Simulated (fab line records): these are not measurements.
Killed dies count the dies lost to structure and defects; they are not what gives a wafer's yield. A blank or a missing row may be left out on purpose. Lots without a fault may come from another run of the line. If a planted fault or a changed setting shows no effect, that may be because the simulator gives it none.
A struck lot beside a sound one | flow sky130 | 14 steps out of a route of 708
Sound: the wafers L105.2, L105.5, L105.6. Struck: wafers L113.1, L113.2, L113.4. At the end, the cause is stated.
Per side, at each step with rows, come the tool, then ch with its chambers, and then its first start. Under that, the readings that differ: sound wafers | struck wafers | difference of the means | sigmas: that difference in standard deviations of wafers without a fault.
alike: readings with means less than 2 such deviations apart, plus words and numbers identical on both sides. not compared: withheld readings, readings lacking a value on some wafer, bounds such as >300 that could conceal the same value, and numbers that have no deviation in the record and whose values overlap.
The two part at a step that has a row with sigmas, a row that says differs or no value, or rows on one side only. Numbers that have no deviation but don't overlap get no sigmas and don't part them. A reading missing from all wafers of one side parts the sides only when that side holds two or more wafers.

first, 6 steps without rows for these wafers: SKY_LDD_N_IMPLANT_10; SKY_LDD_N_IMPLANT_11; SKY_LDD_N_IMPLANT_12; SKY_LDD_N_IMPLANT_13; SKY_LDD_N_IMPLANT_14; SKY_LDD_N_IMPLANT_15.
SKY_LDD_N_STRIP_16: strips in O2/N2.
  sound on plasmaAsher-02 ch 0,1, day 20 05:19; struck on plasmaAsher-03 ch 0,1, day 23 06:21
  alike: drypumpMotorCurrentA, oesProductAu, stripTimeToEndpointS
  not compared: rfHoursCounterH
SKY_LDD_N_TW_MEAS_17:
  sound on filmMetro-04 at day 20 05:25; struck on filmMetro-04 at day 23 06:27
  alike: LDD_N_TW
then, 4 steps without rows for these wafers: SKY_LDD_P_DEHYDRATE_00 (time 60 s); SKY_LDD_P_HMDS_01 (prime time 60 s); SKY_LDD_P_COAT_02 (resist thk 1140 nm); SKY_LDD_P_SOFTBAKE_03 (time 60 s).
SKY_LDD_P_EXPOSE_04: exposes mask PSDM, target cd 380 nm.
  struck on ilineStepper-02, day 23 21:37; sound on ilineStepper-02 ch 0, day 20 20:32
  no value came back on the struck wafers for exposureDoseMJCm2, focusOffsetNm (nm); on the sound wafers exposureDoseMJCm2 reads 137.69 137.69 137.60
  alike: mask
following that, these wafers have no rows for 1 step: SKY_LDD_P_PEB_05.

== WHERE THEY PART ==
Only at SKY_LDD_P_EXPOSE_04, as far as this record shows.

WHY: the cause the simulator had injected
At SKY_LDD_P_EXPOSE_04, the step was skipped entirely on ilineStepper-02 from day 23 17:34 on. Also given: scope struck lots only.
